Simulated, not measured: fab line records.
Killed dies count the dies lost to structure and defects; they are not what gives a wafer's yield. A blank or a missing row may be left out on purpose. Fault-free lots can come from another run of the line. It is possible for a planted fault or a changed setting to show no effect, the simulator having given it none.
Lot-split experiment | flow gf180mcu | 5 lots, 23 wafers read, on a route of 602 steps

ABOUT THE SPLIT
At GF_HV_LDD_DEVELOP_06 (develop time 60 s), the setting develop time s was moved away from the recipe's 60 s on 9 of the 23 wafers read, by -13.5% to +8.9%. The other wafers ran this setting at the recipe's value.

The file shows no step between the split and the reading.

THE READING
cd nm, in nm, at GF_HV_LDD_CD_MEAS_07 (target cd 400 nm). Typical for fault-free wafers on this fab line: 399.8 nm, with standard deviation 2.4 nm.

wafer  | tool, chamber at the split | develop time s as run, s | against the recipe | cd nm, nm | against lot-mates on the recipe
L074.1 | litho track-02, 0          | 64.29                    | +7.2%              | 402.6     | +7.4
L074.2 | litho track-02, 0          | 64.29                    | +7.2%              | 401.3     | +6.1
L074.3 | litho track-02, 0          | 60                       | recipe             | 395.1     | -
L074.4 | litho track-02, 0          | 64.29                    | +7.2%              | 399.2     | +3.9
L074.5 | litho track-02, 0          | 60                       | recipe             | 395.4     | -
L077.1 | litho track-04, 0          | 60                       | recipe             | 402.1     | -
L077.2 | litho track-04, 0          | 60                       | recipe             | 400.3     | -
L077.4 | litho track-04, 0          | 60                       | recipe             | 401.2     | -
L077.5 | litho track-04, 0          | 60                       | recipe             | 398.6     | -
L077.6 | litho track-04, 0          | 60                       | recipe             | 402.0     | -
L081.1 | litho track-03, 0          | 60                       | recipe             | 400.0     | -
L081.2 | litho track-03, 0          | 65.33                    | +8.9%              | 407.9     | +6.9
L081.3 | litho track-03, 0          | 65.33                    | +8.9%              | 407.2     | +6.2
L081.5 | litho track-03, 0          | 60                       | recipe             | 402.0     | -
L081.6 | litho track-03, 0          | 65.33                    | +8.9%              | 408.9     | +7.9
L082.2 | litho track-03, 0          | 60                       | recipe             | 397.1     | -
L082.3 | litho track-03, 0          | 60                       | recipe             | 396.9     | -
L082.5 | litho track-03, 0          | 60                       | recipe             | 395.7     | -
L084.1 | litho track-02, 0          | 51.91                    | -13.5%             | 383.7     | -16.3
L084.2 | litho track-02, 0          | 51.91                    | -13.5%             | 386.0     | -14.0
L084.3 | litho track-02, 0          | 60                       | recipe             | 399.3     | -
L084.4 | litho track-02, 0          | 51.91                    | -13.5%             | 383.7     | -16.3
L084.5 | litho track-02, 0          | 60                       | recipe             | 400.6     | -

THE FIT
A straight line over all 23 wafers: cd nm changes by +0.938 nm for each +1% of develop time s; r = +0.91; the points scatter about the line by 2.8 nm.
The same after taking each lot's own level away (the mean of its wafers on the recipe; 23 wafers): +1.01 nm for each +1%; r = +0.98; scatter 1.4 nm.
The reading moves by 14 nm for the largest change in develop time s, on that fit.
Measured against the standard deviation above, the lots' own levels, which go from 395.25 to 401.00 nm, span 2.4 times it.
The two slopes are in agreement: the lot-to-lot level therefore moves the slope only a little.
Check: with one of the wafers moved furthest among these (-13.5%) left out of the fit, the line predicts -13.6 nm for it against its lot-mates. Against them it came out at -16.3 nm.

THESE WAFERS: OTHER SPLITS
These wafers also went through other splits before the reading. Each is held against what the fit with the lots' levels taken away leaves over:
other split on the same wafers | wafers away from the commonest value | r with cd nm (lot level and that fit taken away)
GF_DUAL_GATE_COAT_06 spin rpm  | 9                                    | +0.11
GF_DUAL_GATE_STRIP_13 power w  | 10                                   | -0.16

FILE'S OWN FIT
cd nm changes by +1 nm for each +1% of develop time s, r = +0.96.
